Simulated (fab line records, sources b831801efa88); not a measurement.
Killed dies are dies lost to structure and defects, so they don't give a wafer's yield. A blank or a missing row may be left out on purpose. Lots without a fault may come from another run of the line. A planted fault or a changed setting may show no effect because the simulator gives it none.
fab line records | flow gf180mcu
record lots=5 wafers=15 last_day=34
route steps=602 shown DNWELL@40 NWELL@42 LVPWELL@54 MVSD@66
lots that met no fault: from a run of the same line without faults
start_h: hours from the record's first day to the start of the lot's first wafer shown | wait_h: hours since the lot's step before | " the same as in the row above | L1.1+2: a row that stands for several wafers | - no value, or no start given | * or withheld: withheld | < > ~ a bound
route shown NAME@n: a module of which the file shows steps, and the number in the route of the first | usual: mean/standard deviation of fault-free wafers | same: alike in all rows | chamber/n: place in a boat | sites: the reading at each site | _std_site: their standard deviation | _edge_site: outer sites' mean less inner sites' | radius_mm: how far each site lies from the wafer's centre | mask NAME#n: copy n | behind: the tool/chamber that last shaped the wafer | hold: why the lot was held/for how many hours/how that ended | device: the transistor (n, p or np) that didn't switch | end of line: the same wafers' tests at the end of the route | a step without rows: its recipe alone | killed: dies lost to structure and defects at the first sort, not the wafer's yield | map: a wafer's dies, x killed, . not, _ none there
set.NAME: the setting as run; set.NAME@STEP: as run at that earlier step | model.NAME: the simulator's own value behind a step, which no gauge read
lots at some steps of the route; a table a step, a row a wafer
services: from which hour (start_h, from the record's first day; less than 0 if before it) a tool's chamber was out of use, for how many hours, and why
## steps
# step GF_DNWELL_STRIP_08
# recipe chemistry=O2/N2 power_w=1400 pressure_mtorr=1500 platen_temp_c=250 o2_flow_sccm=3000 n2_flow_sccm=300 overash_fraction=0.5
# usual drypump_motor_current_A=5.7/0.47 heater_power_w=306/33 oes_product_au=0.722/0.0049 strip_time_to_endpoint_s=36.91/0.086
# columns lot.wafer tool chamber start_h wait_h drypump_motor_current_A heater_power_w oes_product_au rf_hours_counter_h strip_time_to_endpoint_s
L118.1 plasma_asher-01 1 58.32 0.1 6.2 272 0.722 40 37.06
L118.3 " 1 " " 6.2 273 0.729 - 36.98
L118.4 " 0 " " 6.1 283 0.728 - 37.00
L119.3 plasma_asher-04 0 64.74 0.1 5.2 358 0.720 - 37.03
L119.4 " 1 " " 5.8 299 0.723 - 36.93
L119.6 " 1 " " 5.8 291 0.723 - 36.98
L130.1 plasma_asher-03 0 122.62 0.1 4.9 339 0.712 45 37.05
L130.3 " 1 " " 5.4 315 0.723 - 36.93
L130.6 " 0 " " 4.9 341 0.722 - 36.96
L131.1 plasma_asher-01 0 128.15 0.1 6.0 283 0.716 47 36.86
L131.3 " 1 " " 6.1 267 0.719 - 36.93
L131.4 " 0 " " 6.1 280 0.712 - 36.80
L136.2 plasma_asher-03 1 155.30 0.1 5.4 321 0.728 49 36.94
L136.3 " 1 " " 5.4 319 0.720 - 36.95
L136.4 " 0 " " 4.9 340 0.725 - 36.77
# step GF_DNWELL_TW_MEAS_09
# usual DNWELL_TW=1341/10
# columns lot.wafer tool chamber start_h wait_h DNWELL_TW
L118.1 film_metro-01 - 58.42 0.1 1337
L118.3 " - " " 1335
L118.4 " - " " 1330
L119.3 film_metro-03 - 64.82 0.1 1334
L119.4 " - " " 1334
L119.6 " - " " 1325
L130.1 film_metro-03 - 122.72 0.1 1334
L130.3 " - " " 1336
L130.6 " - " " 1340
L131.1 film_metro-03 - 128.25 0.1 1342
L131.3 " - " " 1346
L131.4 " - " " 1347
L136.2 film_metro-03 - 155.41 0.1 1331
L136.3 " - " " 1330
L136.4 " - " " 1329
# step GF_NWELL_DEHYDRATE_00
# recipe temp_c=200 time_s=60
# step GF_NWELL_HMDS_01
# recipe prime_time_s=60 prime_temp_c=120
# step GF_NWELL_COAT_02
# recipe spin_rpm=2000 resist_thk_nm=3000
# step GF_NWELL_SOFTBAKE_03
# recipe temp_c=110 time_s=withheld
# step GF_NWELL_EXPOSE_04
# recipe mask_id=Nwell target_cd_nm=860 na=0.6 source_shape=conventional sigma_outer=0.6 dose_mj=260
# step GF_NWELL_PEB_05
# recipe temp_c=115 time_s=withheld
# step GF_NWELL_DEVELOP_06
# recipe wall_angle_deg=90 develop_time_s=60 dev_temp_c=23
# step GF_NWELL_OVL_MEAS_07
# usual NWELL_OVL=-0.4/1.4
# columns lot.wafer tool chamber start_h wait_h NWELL_OVL[nm]
L118.1 overlay-01 - 71.97 - 2.3
L118.3 " - " " 1.3
L118.4 " - " " 0.6
L119.3 overlay-01 - 78.17 - 1.3
L119.4 " - " " 2.1
L119.6 " - " " -1.3
L130.1 overlay-02 - 137.51 - -0.3
L130.3 " - " " -0.1
L130.6 " - " " -0.5
L131.1 overlay-01 - 143.42 - 0.7
L131.3 " - " " -1.3
L131.4 " - " " -0.7
L136.2 overlay-02 - 171.47 - -0.7
L136.3 " - " " 0.7
L136.4 " - " " -0.6
# step GF_NWELL_IMPLANT_08
# recipe species=P energy_kev=450 dose_cm2=1.5e+13 tilt_deg=0
# step GF_NWELL_IMPLANT_09
# recipe species=P energy_kev=160 dose_cm2=4e+12 tilt_deg=0
# step GF_NWELL_STRIP_10
# recipe chemistry=O2/N2 power_w=1400 pressure_mtorr=1500 platen_temp_c=250 o2_flow_sccm=3000 n2_flow_sccm=300 overash_fraction=0.5
# usual drypump_motor_current_A=5.5/0.39 heater_power_w=338/25 oes_product_au=0.723/0.0043 strip_time_to_endpoint_s=36.93/0.11
# columns lot.wafer tool chamber start_h wait_h drypump_motor_current_A heater_power_w oes_product_au rf_hours_counter_h strip_time_to_endpoint_s model.coat_of_NWELL_COAT_02.thk_nm
L118.1 plasma_asher-02 1 72.30 0.1 5.6 357 0.957 42 - 754.7
L118.3 " 1 " " 5.6 357 0.958 - - 753
L118.4 " 0 " " 6.2 347 0.956 - - 753.5
L119.3 plasma_asher-03 0 78.53 0.1 4.9 339 0.726 - 37.05 0
L119.4 " 1 " " 5.4 323 0.725 - 37.11 0
L119.6 " 0 " " 4.9 339 0.722 - 37.10 0
L130.1 plasma_asher-02 0 137.84 0.1 6.1 348 0.723 2 36.89 0
L130.3 " 0 " " 6.1 356 0.715 - 36.80 0
L130.6 " 1 " " 5.6 345 0.727 - 37.00 0
L131.1 plasma_asher-03 0 143.75 0.1 4.9 345 0.731 47 37.04 0
L131.3 " 0 " " 4.9 349 0.729 - 37.19 0
L131.4 " 1 " " 5.4 318 0.729 - 37.10 0
L136.2 plasma_asher-02 0 171.80 0.1 6.1 348 0.717 5 36.91 0
L136.3 " 1 " " 5.6 332 0.722 - 36.85 0
L136.4 " 0 " " 6.1 348 0.720 - 36.82 0
# step GF_NWELL_TW_MEAS_11
# usual NWELL_TW=1570/12
# columns lot.wafer tool chamber start_h wait_h NWELL_TW
L118.1 film_metro-03 - 72.40 0.1 1549
L118.3 " - " " 1550
L118.4 " - " " 1548
L119.3 film_metro-04 - 78.61 0.1 1573
L119.4 " - " " 1563
L119.6 " - " " 1568
L130.1 film_metro-03 - 137.94 0.1 1557
L130.3 " - " " 1560
L130.6 " - " " 1557
L131.1 film_metro-02 - 143.85 0.1 1576
L131.3 " - " " 1578
L131.4 " - " " 1579
L136.2 film_metro-04 - 171.91 0.1 1583
L136.3 " - " " 1581
L136.4 " - " " 1585
# step GF_LVPWELL_DEHYDRATE_00
# recipe temp_c=200 time_s=60
# step GF_LVPWELL_HMDS_01
# recipe prime_time_s=60 prime_temp_c=120
# step GF_LVPWELL_COAT_02
# recipe spin_rpm=2000 resist_thk_nm=3000
# step GF_LVPWELL_SOFTBAKE_03
# recipe temp_c=110 time_s=withheld
# step GF_LVPWELL_EXPOSE_04
# recipe mask_id=LVPWELL target_cd_nm=600 na=0.6 source_shape=conventional sigma_outer=0.6 dose_mj=260
# step GF_LVPWELL_PEB_05
# recipe temp_c=115 time_s=withheld
# step GF_LVPWELL_DEVELOP_06
# recipe wall_angle_deg=90 develop_time_s=60 dev_temp_c=23
# step GF_LVPWELL_OVL_MEAS_07
# usual LVPWELL_OVL=-0.4/1.3
# columns lot.wafer tool chamber start_h wait_h LVPWELL_OVL[nm]
L118.1 overlay-01 - 85.97 - -2.4
L118.3 " - " " -3.2
L118.4 " - " " -0.8
L119.3 overlay-01 - 92.13 - -0.6
L119.4 " - " " -1.1
L119.6 " - " " -2.4
L130.1 overlay-01 - 153.82 - 0.2
L130.3 " - " " -0.5
L130.6 " - " " 0.5
L131.1 overlay-02 - 159.60 - 0.2
L131.3 " - " " 1.9
L131.4 " - " " -1.1
L136.2 overlay-02 - 188.41 - -2.1
L136.3 " - " " -1.9
L136.4 " - " " -2.0
# step GF_LVPWELL_IMPLANT_08
# recipe species=B energy_kev=170 dose_cm2=1.5e+13 tilt_deg=0
# step GF_LVPWELL_IMPLANT_09
# recipe species=B energy_kev=60 dose_cm2=5e+12 tilt_deg=0
# step GF_LVPWELL_STRIP_10
# recipe chemistry=O2/N2 power_w=1400 pressure_mtorr=1500 platen_temp_c=250 o2_flow_sccm=3000 n2_flow_sccm=300 overash_fraction=0.5
# usual drypump_motor_current_A=5.6/0.47 heater_power_w=320/32 oes_product_au=0.722/0.0047 strip_time_to_endpoint_s=37.02/0.098
# columns lot.wafer tool chamber start_h wait_h drypump_motor_current_A heater_power_w oes_product_au rf_hours_counter_h strip_time_to_endpoint_s
L118.1 plasma_asher-03 0 86.31 0.1 4.9 340 0.724 41 48.21
L118.3 " 0 " " 4.9 340 0.724 - 48.10
L118.4 " 1 " " 5.4 320 0.727 - 48.09
L119.3 plasma_asher-02 1 92.49 0.1 5.6 364 0.724 - 37.02
L119.4 " 0 " " 6.1 343 0.722 - 37.12
L119.6 " 0 " " 6.1 344 0.723 - 37.23
L130.1 plasma_asher-01 0 154.15 0.1 6.1 279 0.719 50 36.81
L130.3 " 0 " " 6.0 281 0.726 - 36.98
L130.6 " 1 " " 6.1 269 0.720 - 36.91
L131.1 plasma_asher-01 1 159.94 0.1 6.2 264 0.737 50 37.00
L131.3 " 0 " " 6.1 277 0.722 - 37.03
L131.4 " 1 " " 6.1 266 0.726 - 37.01
L136.2 plasma_asher-02 0 188.74 0.1 6.1 349 0.726 7 37.04
L136.3 " 1 " " 5.6 352 0.723 - 36.91
L136.4 " 0 " " 6.1 361 0.719 - 37.08
# step GF_LVPWELL_TW_MEAS_11
# usual LVPWELL_TW=558/3.7
# columns lot.wafer tool chamber start_h wait_h LVPWELL_TW
L118.1 film_metro-02 - 86.41 0.1 222
L118.3 " - " " 229
L118.4 " - " " 228
L119.3 film_metro-04 - 92.58 0.1 559
L119.4 " - " " 559
L119.6 " - " " 560
L130.1 film_metro-04 - 154.25 0.1 564
L130.3 " - " " 560
L130.6 " - " " 564
L131.1 film_metro-03 - 160.04 0.1 555
L131.3 " - " " 553
L131.4 " - " " 553
L136.2 film_metro-04 - 188.85 0.1 558
L136.3 " - " " 568
L136.4 " - " " 560
# step GF_MVSD_DEHYDRATE_00
# recipe temp_c=200 time_s=60
## services
# columns tool chamber start_h hours kind
plasma_asher-04 - 43.39 2.8 pm
plasma_asher-01 - 53.70 2.3 repair
plasma_asher-04 - 77.99 1.7 repair
plasma_asher-03 - 97.82 5.0 repair
plasma_asher-02 - 108.75 9.0 pm
plasma_asher-02 0 108.75 9.0 vent_cycle
plasma_asher-02 1 108.75 9.0 vent_cycle
plasma_asher-02 0 117.75 - clean
plasma_asher-02 1 117.75 - clean
plasma_asher-03 - 180.49 1.7 repair
## key
first_sign step=GF_NWELL_STRIP_10 reading=oes_product_au direction=up sigmas=55 usual=0.723 struck=0.957
effect step=GF_LVPWELL_STRIP_10 reading=strip_time_to_endpoint_s direction=up sigmas=99+ usual=* struck=*
effect step=GF_LVPWELL_TW_MEAS_11 reading=LVPWELL_TW direction=down sigmas=91 usual=558 struck=227
model_effect step=GF_NWELL_STRIP_10 value=coat_of_NWELL_COAT_02.thk_nm without=0 struck=753.7
met_at GF_NWELL_STRIP_10
struck_wafers L118.1,L118.3,L118.4
sort_left_out L118.1,L118.3,L118.4
tester_left_out L118
fault kind=strip_aborted tool=plasma_asher-02 chamber=- onset_h=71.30 steps=GF_NWELL_STRIP_10 offset=0.53561 end_h=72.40
# tester_left_out: of these lots the tester's yield and bins aren't shown, on N5 and GAA mostly nor the transistor test; their killed dies are dies lost to structure and defects alone, not to doping, threshold or leakage, so they don't give the yield
# sort_left_out: the simulated sort isn't trusted on such a fault, so these wafers' sort isn't shown, and their yield isn't known
